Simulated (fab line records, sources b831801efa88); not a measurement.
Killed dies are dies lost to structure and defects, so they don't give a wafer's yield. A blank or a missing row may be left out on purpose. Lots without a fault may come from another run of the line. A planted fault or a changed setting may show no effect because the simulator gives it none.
Chamber matching | flow sky130 | SKY_VIA3_ETCH_14 on rie_diel-01: 4 sister chambers
The step etches BARC in N2/H2, stops on SiO2, time 45.9 s, target depth 60 nm. 4 wafers are shown with their chamber, then 9 later ones without.

WAFERS WITH THEIR CHAMBER
wafer  | chamber | drypump_motor_current_A (A)
L083.6 | 3       | 5.5
L084.1 | 1       | 5.5
L084.2 | 0       | 5.8
L084.3 | 2       | 6.2

WAFERS WITHOUT THEIR CHAMBER
wafer  | drypump_motor_current_A (A)
L084.4 | 5.5
L084.5 | 5.5
L084.6 | 6.2
L090.1 | 6.1
L090.2 | 5.8
L090.6 | 6.1
L094.1 | 6.1
L094.2 | 5.8
L094.6 | 6.1

WHICH CHAMBER EACH WENT THROUGH
wafer  | from the rows above     | in truth
L084.4 | can't be placed: 1 or 3 | 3
L084.5 | can't be placed: 1 or 3 | 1
L084.6 | 2                       | 2
L090.1 | 2                       | 2
L090.2 | 0                       | 0
L090.6 | 2                       | 2
L094.1 | 2                       | 2
L094.2 | 0                       | 0
L094.6 | 2                       | 2
Placed correctly: 7 of 9. Can't be placed from these rows: 2 (the true chamber is among the candidates in 2). Placed wrongly: 0.
How it was worked out, from the rows above alone: a wafer's distance from a chamber is the root of the sum, over the readings, of the square of ((its reading less the chamber's mean) divided by the reading's scatter). The wafer belongs to the nearest chamber; if the next one is less than 2 further off, it can't be placed. A chamber's mean is the mean of its shown wafers. The scatter: with one shown wafer a chamber, the root of the mean of the squares of how far each hidden wafer lies from its nearest shown one.
